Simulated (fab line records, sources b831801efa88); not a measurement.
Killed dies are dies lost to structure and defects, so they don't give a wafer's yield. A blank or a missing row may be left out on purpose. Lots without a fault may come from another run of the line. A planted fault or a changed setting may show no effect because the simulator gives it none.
fab line records | flow sky130
record lots=5 wafers=15 last_day=50
route steps=708 shown VIA1@473 METAL2@483 PAD_OPEN@708
lots that met no fault: from a run of the same line without faults
start_h: hours from the record's first day to the start of the lot's first wafer shown | wait_h: hours since the lot's step before | " the same as in the row above | L1.1+2: a row that stands for several wafers | - no value, or no start given | * or withheld: withheld | < > ~ a bound
route shown NAME@n: a module of which the file shows steps, and the number in the route of the first | usual: mean/standard deviation of fault-free wafers | same: alike in all rows | chamber/n: place in a boat | sites: the reading at each site | _std_site: their standard deviation | _edge_site: outer sites' mean less inner sites' | radius_mm: how far each site lies from the wafer's centre | mask NAME#n: copy n | behind: the tool/chamber that last shaped the wafer | hold: why the lot was held/for how many hours/how that ended | device: the transistor (n, p or np) that didn't switch | end of line: the same wafers' tests at the end of the route | a step without rows: its recipe alone | killed: dies lost to structure and defects at the first sort, not the wafer's yield | map: a wafer's dies, x killed, . not, _ none there
set.NAME: the setting as run; set.NAME@STEP: as run at that earlier step | model.NAME: the simulator's own value behind a step, which no gauge read
lots at some steps of the route; a table a step, a row a wafer
services: from which hour (start_h, from the record's first day; less than 0 if before it) a tool's chamber was out of use, for how many hours, and why
## steps
# step SKY_VIA1_ETCH_15
# recipe target=SiO2 chemistry=C4F8/O2/Ar target_depth_nm=351 stop_on=TiN mask_material=KrF-thick source_w=1500 bias_w=1200 pressure_mtorr=40 c4f8_flow_sccm=withheld O2_flow_sccm=6 Ar_flow_sccm=300 time_s=54
# step SKY_VIA1_STRIP_16
# recipe chemistry=O2/N2 power_w=1400 pressure_mtorr=1500 platen_temp_c=withheld o2_flow_sccm=3000 n2_flow_sccm=300 overash_fraction=0.5
# usual drypump_motor_current_A=5.6/0.39 oes_product_au=0.415/0.0047 strip_time_to_endpoint_s=4.465/0.021
# columns lot.wafer tool chamber start_h wait_h drypump_motor_current_A oes_product_au rf_hours_counter_h strip_time_to_endpoint_s
L248.3 plasma_asher-02 1 796.77 0.1 5.8 0.420 - 4.458
L248.5 " 0 " " 6.1 0.417 - 4.479
L248.6 " 1 " " 5.7 0.415 - 4.475
L249.1 plasma_asher-02 0 806.50 0.0 6.1 0.412 36 4.485
L249.3 " 0 " " 6.1 0.412 - 4.489
L249.5 " 1 " " 5.8 0.417 - 4.463
L262.1 plasma_asher-04 0 899.20 0.0 5.4 0.416 80 4.465
L262.4 " 1 " " 5.8 0.410 - 4.463
L262.6 " 0 " " 5.4 0.417 - 4.492
L261.2 plasma_asher-04 1 902.29 0.0 5.8 0.410 81 4.460
L261.3 " 1 " " 5.8 0.415 - 4.466
L261.6 " 1 " " 5.8 0.415 - 4.469
L269.4 plasma_asher-02 0 958.20 0.1 6.1 0.415 - 4.466
L269.5 " 1 " " 5.8 0.415 - 4.470
L269.6 " 0 " " 6.1 0.409 - 4.461
# step SKY_VIA1_STRIP_17
# recipe chemistry=post_etch_residue_remover time_s=1200 temp_c=72.5
# step SKY_VIA1_CLEAN_18
# recipe chemistry=IPA time_s=180 temp_c=25
# step SKY_VIA1_CLEAN_19
# recipe chemistry=O3/DIW dry=n2_spin
# step SKY_VIA1_SPUTTER_20
# recipe material=TiN target_thk_nm=20 chamber_pressure_pa=5 power_w=4000 time_s=80
# step SKY_VIA1_CVD_21
# recipe material=W target_thk_nm=270 time_s=80.902 temp_c=400 pressure_torr=40
# usual heater_power_w=856/64
# columns lot.wafer tool chamber start_h wait_h heater_power_w since_wet_clean_h
L248.3 cvd_w-02 1 797.42 0.1 874 -
L248.5 " 0 " " 932 -
L248.6 " 1 " " 853 -
L249.1 cvd_w-02 0 807.19 0.0 939 403
L249.3 " 0 " " 941 -
L249.5 " 0 " " 926 -
L262.1 cvd_w-02 1 899.88 0.0 870 496
L262.4 " 0 " " 943 -
L262.6 " 0 " " 930 -
L261.2 cvd_w-01 0 902.95 0.0 817 999
L261.3 " 0 " " 827 -
L261.6 " 1 " " 785 -
L269.4 cvd_w-02 0 958.85 0.0 930 -
L269.5 " 1 " " 838 -
L269.6 " 0 " " 936 -
# step SKY_VIA1_RS_MEAS_22
# recipe thk_meas_gauge=four-point-probe reads=W_of_VIA1_CVD_21+TiN_of_VIA1_SPUTTER_20
# usual VIA1_W_RS=0.428/0.0061
# columns lot.wafer tool chamber start_h wait_h VIA1_W_RS[ohm/sq]
L248.3 film_metro-04 - 797.52 0.1 0.424
L248.5 " - " " 0.438
L248.6 " - " " 0.421
L249.1 film_metro-04 - 807.28 0.1 0.425
L249.3 " - " " 0.427
L249.5 " - " " 0.429
L262.1 film_metro-04 - 899.97 0.1 0.430
L262.4 " - " " 0.436
L262.6 " - " " 0.431
L261.2 film_metro-04 - 903.06 0.1 0.431
L261.3 " - " " 0.431
L261.6 " - " " 0.437
L269.4 film_metro-04 - 958.97 0.1 0.432
L269.5 " - " " 0.419
L269.6 " - " " 0.431
# step SKY_VIA1_THK_MEAS_23
# recipe thk_meas_gauge=xrf reads=W_of_VIA1_CVD_21
# usual VIA1_W_THK=273/4.8
# columns lot.wafer tool chamber start_h wait_h VIA1_W_THK[nm]
L248.3 film_metro-04 - 797.62 0.1 278
L248.5 " - " " 268
L248.6 " - " " 278
L249.1 film_metro-04 - 807.40 0.1 276
L249.3 " - " " 275
L249.5 " - " " 272
L262.1 film_metro-04 - 900.09 0.1 270
L262.4 " - " " 266
L262.6 " - " " 269
L261.2 film_metro-04 - 903.17 0.1 269
L261.3 " - " " 268
L261.6 " - " " 265
L269.4 film_metro-04 - 959.06 0.1 269
L269.5 " - " " 278
L269.6 " - " " 270
# step SKY_VIA1_CMP_24
# recipe stop_on=SiO2 t_overpolish_s=15 down_force_psi=3.5 platen_rpm=60 target_thk_nm=0 pad_velocity_m_s=0.94248
# step SKY_METAL2_SPUTTER_00
# recipe material=Ti target_thk_nm=15 power_w=3000 time_s=10 chamber_pressure_pa=0.4
# step SKY_METAL2_SPUTTER_01
# recipe material=TiN target_thk_nm=20 power_w=6500 time_s=16.7 chamber_pressure_pa=0.4
# usual cathode_dc_power_W=6500.0/1.2 throttle_valve_pct=30.3/1.1
# columns lot.wafer tool chamber start_h wait_h cathode_dc_power_W throttle_valve_pct
L248.3 pvd_sputter-02 - 797.99 0.0 6498.8 30.0
L248.5 " - " " 6500.5 29.5
L248.6 " - " " 6499.1 31.0
L249.1 pvd_sputter-04 - 807.78 0.0 6501.0 28.9
L249.3 " - " " 6501.5 29.2
L249.5 " - " " 6499.6 29.2
L262.1 pvd_sputter-01 - 900.47 0.0 6500.5 30.4
L262.4 " - " " 6500.7 29.3
L262.6 " - " " 6498.5 31.0
L261.2 pvd_sputter-02 - 903.83 0.0 6500.5 29.3
L261.3 " - " " 6500.0 29.4
L261.6 " - " " 6499.8 29.1
L269.4 pvd_sputter-01 - 959.43 0.0 6499.8 29.4
L269.5 " - " " 6498.3 30.4
L269.6 " - " " 6499.8 30.6
# step SKY_METAL2_SPUTTER_02
# recipe material=AlCu target_thk_nm=250 power_w=10600 time_s=13.3 chamber_pressure_pa=0.4
# usual cathode_dc_power_W=10600/1.9 throttle_valve_pct=30.3/1.1
# columns lot.wafer tool chamber start_h wait_h cathode_dc_power_W throttle_valve_pct model.AlCu_of_METAL2_SPUTTER_02.thk_nm
L248.3 pvd_sputter-02 - 798.01 0.0 10598 29.8 251.9
L248.5 " - " " 10602 29.2 251.7
L248.6 " - " " 10601 30.9 251.6
L249.1 pvd_sputter-04 - 807.81 0.0 10602 29.1 250.8
L249.3 " - " " 10599 29.4 250.2
L249.5 " - " " 10602 29.0 250.5
L262.1 pvd_sputter-01 - 900.50 0.0 10598 30.2 250.5
L262.4 " - " " 10600 29.2 251.2
L262.6 " - " " 10600 31.0 249.6
L261.2 pvd_sputter-02 - 903.85 0.0 8253.3 29.0 198.8
L261.3 " - " " 10599 29.3 253.7
L261.6 " - " " 8250.9 29.0 200.5
L269.4 pvd_sputter-01 - 959.45 0.0 10605 29.5 248.8
L269.5 " - " " 10601 30.3 246.8
L269.6 " - " " 10600 30.6 250.2
# step SKY_METAL2_SPUTTER_03
# recipe material=Ti target_thk_nm=5 power_w=3000 time_s=3.3 chamber_pressure_pa=0.4
# step SKY_METAL2_SPUTTER_04
# recipe material=TiN target_thk_nm=70 power_w=6500 time_s=58.3 chamber_pressure_pa=0.4
# usual cathode_dc_power_W=6500.1/1.2 throttle_valve_pct=30.3/1.1
# columns lot.wafer tool chamber start_h wait_h cathode_dc_power_W throttle_valve_pct
L248.3 pvd_sputter-02 - 798.05 0.0 6501.0 29.9
L248.5 " - " " 6501.0 29.2
L248.6 " - " " 6499.8 31.1
L249.1 pvd_sputter-04 - 807.85 0.0 6499.9 29.2
L249.3 " - " " 6499.6 29.3
L249.5 " - " " 6501.3 29.0
L262.1 pvd_sputter-01 - 900.54 0.0 6499.9 30.4
L262.4 " - " " 6501.5 29.5
L262.6 " - " " 6499.8 31.3
L261.2 pvd_sputter-02 - 903.90 0.0 6501.6 29.0
L261.3 " - " " 6501.9 29.3
L261.6 " - " " 6498.2 29.0
L269.4 pvd_sputter-01 - 959.51 0.0 6499.3 29.6
L269.5 " - " " 6498.1 30.5
L269.6 " - " " 6501.3 30.4
# step SKY_METAL2_RS_MEAS_05
# recipe thk_meas_gauge=four-point-probe reads=TiN_of_METAL2_SPUTTER_04+Ti_of_METAL2_SPUTTER_03+AlCu_of_METAL2_SPUTTER_02+TiN_of_METAL2_SPUTTER_01+Ti_of_METAL2_SPUTTER_00
# usual METAL2_ALCU_RS=0.1269/0.0011
# columns lot.wafer tool chamber start_h wait_h METAL2_ALCU_RS[ohm/sq]
L248.3 film_metro-01 - 798.14 0.1 0.1258
L248.5 " - " " 0.1262
L248.6 " - " " 0.1262
L249.1 film_metro-03 - 807.90 0.0 0.1264
L249.3 " - " " 0.1268
L249.5 " - " " 0.1265
L262.1 film_metro-04 - 900.59 0.0 0.1266
L262.4 " - " " 0.1262
L262.6 " - " " 0.1273
L261.2 film_metro-03 - 903.97 0.0 0.1610
L261.3 " - " " 0.1249
L261.6 " - " " 0.1593
L269.4 film_metro-01 - 959.59 0.1 0.1275
L269.5 " - " " 0.1289
L269.6 " - " " 0.1266
# step SKY_METAL2_THK_MEAS_06
# recipe thk_meas_gauge=xrf reads=AlCu_of_METAL2_SPUTTER_02
# usual METAL2_ALCU_THK=249.9/2.7
# columns lot.wafer tool chamber start_h wait_h METAL2_ALCU_THK[nm]
L248.3 film_metro-01 - 798.24 0.1 250.0
L248.5 " - " " 251.1
L248.6 " - " " 251.0
L249.1 film_metro-03 - 808.02 0.1 250.6
L249.3 " - " " 250.4
L249.5 " - " " 250.5
L262.1 film_metro-04 - 900.71 0.1 252.0
L262.4 " - " " 252.7
L262.6 " - " " 250.3
L261.2 film_metro-03 - 904.08 0.1 200.1
L261.3 " - " " 255.4
L261.6 " - " " 200.7
L269.4 film_metro-01 - 959.68 0.1 246.3
L269.5 " - " " 246.6
L269.6 " - " " 249.0
# step SKY_METAL2_DEHYDRATE_07
# recipe temp_c=200 time_s=60
# step SKY_METAL2_HMDS_08
# recipe prime_time_s=60 prime_temp_c=120
# step SKY_METAL2_COAT_09
# recipe resist=BARC temp_c=withheld time_s=withheld spin_rpm=3000 resist_thk_nm=60
# step SKY_METAL2_COAT_10
# recipe resist=KrF-thick spin_rpm=3000 resist_thk_nm=450
# step SKY_METAL2_SOFTBAKE_11
# recipe temp_c=100 time_s=90 resist=KrF-thick
# step SKY_METAL2_EXPOSE_12
# recipe mask_id=MM2 na=0.8 source_shape=annular sigma_inner=0.55 sigma_outer=0.85 target_cd_nm=140 dose_mj=28
# step SKY_METAL2_PEB_13
# recipe peb_temp_c=withheld peb_time_s=withheld resist=KrF-thick
# step SKY_METAL2_DEVELOP_14
# recipe develop_time_s=60 resist=KrF-thick dev_temp_c=21
# step SKY_METAL2_CD_MEAS_15
# recipe target_cd_nm=140
# usual cd_nm=140.1/1.5
# columns lot.wafer tool chamber start_h wait_h cd_nm
L248.3 cd_sem-01 - 823.98 - 139.8
L248.5 " - " " 139.2
L248.6 " - " " 140.4
L249.1 cd_sem-02 - 834.49 - 139.5
L249.3 " - " " 142.0
L249.5 " - " " 140.2
L262.1 cd_sem-01 - 925.47 - 140.4
L262.4 " - " " 139.3
L262.6 " - " " 139.5
L261.2 cd_sem-01 - 928.22 - 142.5
L261.3 " - " " 141.2
L261.6 " - " " 142.4
L269.4 cd_sem-01 - 983.75 - 138.6
L269.5 " - " " 137.0
L269.6 " - " " 137.2
# step SKY_METAL2_OVL_MEAS_16
# usual METAL2_OVL=-3/5.6
# columns lot.wafer tool chamber start_h wait_h METAL2_OVL[nm]
L248.3 overlay-02 - 824.08 0.1 9
L248.5 " - " " 3
L248.6 " - " " 0
L249.1 overlay-01 - 834.61 0.1 -7
L249.3 " - " " -4
L249.5 " - " " 3
L262.1 overlay-02 - 925.59 0.1 -1
L262.4 " - " " -2
L262.6 " - " " 4
L261.2 overlay-01 - 928.32 0.1 -10
L261.3 " - " " -5
L261.6 " - " " -6
L269.4 overlay-01 - 983.83 0.1 -11
L269.5 " - " " -12
L269.6 " - " " -13
# step SKY_METAL2_DESCUM_17
# recipe chemistry=O2 source_power_w=150 bias_power_w=0 pressure_mtorr=10 temp_c=40 time_s=8
# step SKY_METAL2_ETCH_18
# recipe chemistry=N2/H2 target=BARC ion_energy_ev=200 bias_w=100 pressure_mtorr=30 n2_flow_sccm=100 h2_flow_sccm=200 icp_w=500 stop_on=SiO2 time_s=45.9 target_depth_a=600
# step SKY_METAL2_METAL_ETCH_19
# recipe target_depth_a=3600 stop_on=SiO2 over_etch_frac=0.3 time_s=78 chemistry=Cl2/BCl3 resist_sidewall_deg=88 pressure_mtorr=10 icp_w=900 bias_w=48.5 Cl2_flow_sccm=60 bcl3_flow_sccm=30
# usual drypump_motor_current_A=5.7/0.47 he_backside_leak_sccm=3.4/0.34 oes_product_au=0.855/0.0051 throttle_valve_pct=22.262/0.0086
# columns lot.wafer tool chamber start_h wait_h drypump_motor_current_A he_backside_leak_sccm oes_product_au rf_hours_counter_h throttle_valve_pct
L248.3 rie_metal-02 0 824.35 0.1 5.4 3.3 0.861 - 22.268
L248.5 " 0 " " 5.4 3.2 0.863 - 22.272
L248.6 " 0 " " 5.4 3.2 0.851 - 22.268
L249.1 rie_metal-01 1 834.74 0.0 4.7 3.5 0.855 15 22.276
L249.3 " 1 " " 4.8 3.3 0.859 - 22.258
L249.5 " 0 " " 6.2 3.4 0.857 - 22.275
L262.1 rie_metal-02 0 925.82 0.1 5.4 3.2 0.851 12 22.265
L262.4 " 0 " " 5.4 3.3 0.855 - 22.274
L262.6 " 0 " " 5.4 3.3 0.848 - 22.257
L261.2 rie_metal-04 1 928.45 0.0 5.8 3.1 0.817 11 22.273
L261.3 " 0 " " 5.9 3.5 0.862 - 22.254
L261.6 " 1 " " 5.8 3.1 0.823 - 22.259
L269.4 rie_metal-04 0 983.97 0.1 5.9 3.7 0.854 - 22.267
L269.5 " 1 " " 5.8 3.3 0.849 - 22.257
L269.6 " 0 " " 5.9 3.6 0.859 - 22.263
# step SKY_METAL2_STRIP_20
# recipe chemistry=O2/N2 power_w=1400 pressure_mtorr=1500 platen_temp_c=withheld o2_flow_sccm=3000 n2_flow_sccm=300 overash_fraction=0.5
# usual drypump_motor_current_A=5.7/0.53 oes_product_au=0.344/0.0046 strip_time_to_endpoint_s=2.72/0.033
# columns lot.wafer tool chamber start_h wait_h drypump_motor_current_A oes_product_au rf_hours_counter_h strip_time_to_endpoint_s
L248.3 plasma_asher-03 1 824.50 0.1 5.7 0.343 - 2.74
L248.5 " 1 " " 5.7 0.343 - 2.74
L248.6 " 0 " " 4.9 0.349 - 2.71
L249.1 plasma_asher-03 0 834.83 0.1 4.9 0.351 7 2.69
L249.3 " 1 " " 5.8 0.348 - 2.70
L249.5 " 0 " " 4.9 0.337 - 2.69
L262.1 plasma_asher-01 0 926.00 0.1 6.6 0.348 115 2.69
L262.4 " 0 " " 6.6 0.346 - 2.73
L262.6 " 1 " " 6.1 0.340 - 2.68
L261.2 plasma_asher-01 0 928.54 0.1 6.6 0.345 115 2.74
L261.3 " 0 " " 6.6 0.339 - 2.73
L261.6 " 1 " " 6.1 0.344 - 2.75
L269.4 plasma_asher-04 1 984.07 0.1 5.8 0.339 - 2.69
L269.5 " 1 " " 5.8 0.344 - 2.70
L269.6 " 0 " " 5.4 0.342 - 2.69
# step SKY_PAD_OPEN_PROBE_99
# usual defect_limited_yield=82.4/1.8 killed_at_M0_to_M3=43/6.5 killed_at_M4_up=3.2/1.8 killed_at_contacts=24/5.2 killed_at_front_end=15/4 killed_at_other=0.4/0.69 killed_dies=86/8.7 killed_open=47/7 killed_short=39/5.7 sort_bin_3_pad_short=0.9/0.43 sort_bin_5_function=10.5/1.4 sort_bin_6_memory=6.2/1.2 sort_n_pass=406/8.7 sort_yield_pct=82.4/1.8
# same gross_dies=492 killed_at_back_side=0 sort_bin_4_leakage[%]=0 sort_bin_8_speed[%]=0
# columns lot.wafer tool chamber start_h wait_h defect_limited_yield[%] killed_at_M0_to_M3 killed_at_M4_up killed_at_contacts killed_at_front_end killed_at_other killed_dies killed_open killed_short sort_bin_3_pad_short[%] sort_bin_5_function[%] sort_bin_6_memory[%] sort_n_pass sort_yield_pct[%] model.etest.met2.line_ohm_um model.etest.met2.rs_ohm_sq
L248.3 prober-01 - 1077.96 0.2 81.7 46 3 24 17 0 90 43 46 1.0 11.8 5.5 402 81.7 0.9041 0.1286
L248.5 prober-01 - 1078.06 0.2 83.5 37 5 25 14 0 81 48 32 0 10.6 5.9 411 83.5 0.8918 0.1276
L248.6 prober-01 - 1078.11 0.2 83.5 44 2 22 13 0 81 40 40 0.4 10.0 6.1 411 83.5 0.9254 0.128
L249.1 prober-02 - 1086.02 0.1 81.1 50 3 28 12 0 93 57 36 0.2 9.8 8.9 399 81.1 0.9142 0.128
L249.3 prober-02 - 1086.12 0.2 84.1 41 2 23 12 0 78 52 26 1.0 8.5 6.3 414 84.1 0.8884 0.1282
L249.5 prober-02 - 1086.22 0.2 83.7 42 5 15 18 0 80 44 36 1.4 9.1 5.7 412 83.7 0.9296 0.1278
L262.1 prober-02 - 1155.11 0.1 80.9 50 3 23 17 1 94 47 47 1.0 11.2 6.9 398 80.9 0.8982 0.1281
L262.4 prober-02 - 1155.26 0.2 86.4 27 3 16 21 0 67 32 35 0.6 8.1 4.9 425 86.4 0.9267 0.1287
L262.6 prober-02 - 1155.36 0.2 81.1 41 4 29 19 0 93 41 52 1.0 12.8 5.1 399 81.1 0.9116 0.1292
L261.2 prober-01 - 1158.37 0.1 82.7 37 6 25 17 0 85 48 35 0.4 10.6 6.3 407 82.7 1.127 0.1621
L261.3 prober-01 - 1158.42 0.2 81.1 44 5 29 15 0 93 40 52 2.0 10.4 6.5 399 81.1 0.9022 0.1257
L261.6 prober-01 - 1158.57 0.2 82.3 35 2 33 17 0 87 49 37 0.4 9.3 7.9 405 82.3 1.144 0.16
L269.4 prober-02 - 1196.72 0.2 81.7 45 5 23 16 1 90 51 37 1.0 11.6 5.7 402 81.7 0.9194 0.1286
L269.5 prober-02 - 1196.77 0.2 80.7 45 5 28 15 2 95 59 35 1.2 10.4 7.7 397 80.7 0.9637 0.1291
L269.6 prober-02 - 1196.82 0.2 81.1 49 5 18 20 1 93 56 34 0.4 10.8 7.7 399 81.1 0.9465 0.1281
# killed by level:class
L248.3 CONTACT:geometric_particle:open=10 VIA1:geometric_particle:open=8 VIA1:geometric_particle:short=7 METAL2:geometric_particle:short=6 VIA2:geometric_particle:short=6 VIA3:geometric_particle:open=6 FIELD_ISO:geometric_particle:open=5 POLY_GATE:geometric_particle:short=5
L248.5 VIA2:geometric_particle:open=9 LI_CONTACT:geometric_particle:open=8 CONTACT:geometric_particle:open=8 FIELD_ISO:geometric_particle:open=6 VIA1:geometric_particle:open=6 VIA3:geometric_particle:open=5 FIELD_ISO:geometric_particle:short=4 CONTACT:geometric_particle:short=4
L248.6 VIA1:geometric_particle:open=8 CONTACT:geometric_particle:open=7 METAL2:geometric_particle:short=7 VIA2:geometric_particle:short=7 LI_CONTACT:geometric_particle:open=6 CONTACT:geometric_particle:short=4 METAL1:geometric_particle:short=4 VIA2:geometric_particle:open=4
L249.1 VIA1:geometric_particle:open=18 LI_CONTACT:geometric_particle:open=9 VIA2:geometric_particle:open=9 CONTACT:geometric_particle:short=8 VIA1:geometric_particle:short=8 CONTACT:geometric_particle:open=7 VIA3:geometric_particle:open=6 LOCAL_INTERCONNECT:geometric_particle:short=3
L249.3 VIA1:geometric_particle:open=14 VIA3:geometric_particle:open=11 CONTACT:geometric_particle:open=10 FIELD_ISO:geometric_particle:open=5 LI_CONTACT:geometric_particle:open=5 VIA2:geometric_particle:short=4 CONTACT:geometric_particle:short=4 POLY_GATE:geometric_particle:short=3
L249.5 VIA1:geometric_particle:open=10 VIA2:geometric_particle:open=8 VIA3:geometric_particle:open=6 LI_CONTACT:geometric_particle:open=5 VIA1:geometric_particle:short=5 FIELD_ISO:geometric_particle:short=4 CONTACT:geometric_particle:open=4 METAL4:geometric_particle:short=4
L262.1 VIA1:geometric_particle:open=16 METAL2:geometric_particle:short=8 LOCAL_INTERCONNECT:geometric_particle:short=7 CONTACT:geometric_particle:open=7 VIA3:geometric_particle:open=6 FIELD_ISO:geometric_particle:open=5 FIELD_ISO:geometric_particle:short=5 METAL1:geometric_particle:short=5
L262.4 LI_CONTACT:geometric_particle:open=8 FIELD_ISO:geometric_particle:open=6 FIELD_ISO:geometric_particle:short=6 METAL2:geometric_particle:short=5 POLY_GATE:geometric_particle:short=4 METAL1:geometric_particle:short=4 VIA3:geometric_particle:open=4 VIA2:geometric_particle:short=3
L262.6 CONTACT:geometric_particle:open=8 METAL1:geometric_particle:short=8 LOCAL_INTERCONNECT:geometric_particle:short=7 FIELD_ISO:geometric_particle:short=6 LI_CONTACT:geometric_particle:short=6 METAL2:geometric_particle:short=6 VIA2:geometric_particle:open=6 POLY_GATE:geometric_particle:short=5
L261.2 VIA1:geometric_particle:open=12 CONTACT:geometric_particle:open=10 METAL2:geometric_particle:short=7 FIELD_ISO:geometric_particle:open=5 VIA3:geometric_particle:open=5 CONTACT:geometric_particle:short=5 VIA2:geometric_particle:open=5 POLY_GATE:geometric_particle:short=3
L261.3 CONTACT:geometric_particle:short=8 METAL1:geometric_particle:short=8 LI_CONTACT:geometric_particle:open=7 VIA3:geometric_particle:open=7 VIA1:geometric_particle:open=6 LOCAL_INTERCONNECT:geometric_particle:short=5 CONTACT:geometric_particle:open=5 POLY_GATE:geometric_particle:open=4
L261.6 CONTACT:geometric_particle:open=12 LI_CONTACT:geometric_particle:open=8 VIA1:geometric_particle:open=7 CONTACT:geometric_particle:short=7 METAL2:geometric_particle:short=6 VIA3:geometric_particle:open=6 FIELD_ISO:geometric_particle:open=5 VIA1:geometric_particle:short=4
L269.4 CONTACT:geometric_particle:open=13 VIA1:geometric_particle:open=12 VIA1:geometric_particle:short=9 FIELD_ISO:geometric_particle:open=6 VIA3:geometric_particle:open=6 POLY_GATE:geometric_particle:short=4 CONTACT:geometric_particle:short=4 VIA2:geometric_particle:open=4
L269.5 VIA1:geometric_particle:open=15 VIA3:geometric_particle:open=11 CONTACT:geometric_particle:open=9 POLY_GATE:geometric_particle:open=6 LI_CONTACT:geometric_particle:open=6 CONTACT:geometric_particle:short=6 METAL2:geometric_particle:short=6 FIELD_ISO:geometric_particle:open=4
L269.6 VIA3:geometric_particle:open=13 VIA1:geometric_particle:open=11 VIA2:geometric_particle:open=7 LI_CONTACT:geometric_particle:open=6 CONTACT:geometric_particle:open=6 VIA1:geometric_particle:short=6 FIELD_ISO:geometric_particle:open=5 FIELD_ISO:geometric_particle:short=5
## services
# columns tool chamber start_h hours kind
cvd_w-02 - 780.67 6.9 pm
plasma_asher-03 - 789.07 23.1 repair
plasma_asher-03 - 797.02 1.1 repair
plasma_asher-04 - 800.39 3.3 repair
plasma_asher-01 - 815.53 3.4 repair
pvd_sputter-02 0 816.52 - consumable_replace:kit
pvd_sputter-02 0 816.52 18.0 scheduled_down
cvd_w-02 1 824.18 12.7 repair
rie_metal-04 - 829.13 0.5 repair
pvd_sputter-04 - 834.45 0.6 repair
pvd_sputter-04 - 837.07 1.5 repair
cvd_w-01 1 863.24 12.1 repair
cvd_w-01 - 873.75 2.8 pm
plasma_asher-02 - 897.78 9.1 repair
pvd_sputter-04 - 902.12 25.9 repair
cvd_w-01 - 904.00 14.0 pm
rie_metal-02 1 923.06 5.0 repair
cvd_w-01 1 925.40 4.7 repair
pvd_sputter-02 - 944.13 11.5 repair
plasma_asher-03 - 957.95 2.6 repair
rie_metal-02 - 958.00 2.8 pm
rie_metal-01 1 961.11 19.3 repair
pvd_sputter-01 - 975.62 1.3 repair
rie_metal-01 0 981.77 23.3 repair
## key
first_sign step=SKY_METAL2_SPUTTER_02 reading=cathode_dc_power_W direction=down sigmas=99+ usual=10600 struck=8252.1
effect step=SKY_METAL2_RS_MEAS_05 reading=METAL2_ALCU_RS direction=up sigmas=31 usual=0.1269 struck=0.1602
effect step=SKY_METAL2_THK_MEAS_06 reading=METAL2_ALCU_THK direction=down sigmas=18 usual=249.9 struck=200.4
effect step=SKY_METAL2_METAL_ETCH_19 reading=oes_product_au direction=down sigmas=6.9 usual=0.855 struck=0.820
model_effect step=SKY_METAL2_SPUTTER_02 value=AlCu_of_METAL2_SPUTTER_02.thk_nm without=255.1 struck=199.7
model_effect step=SKY_PAD_OPEN_PROBE_99 value=etest.met2.line_ohm_um without=0.8805 struck=1.135
met_at SKY_METAL2_SPUTTER_02
struck_wafers L261.2,L261.6
onset_between 798.01 903.85
fault kind=process_parameter_drift tool=pvd_sputter-02 chamber=- onset_h=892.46 steps=SKY_METAL2_SPUTTER_02 channel=power_w offset=* shape=step end_h=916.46 acts_in=* stated=* scope=struck_wafers_only
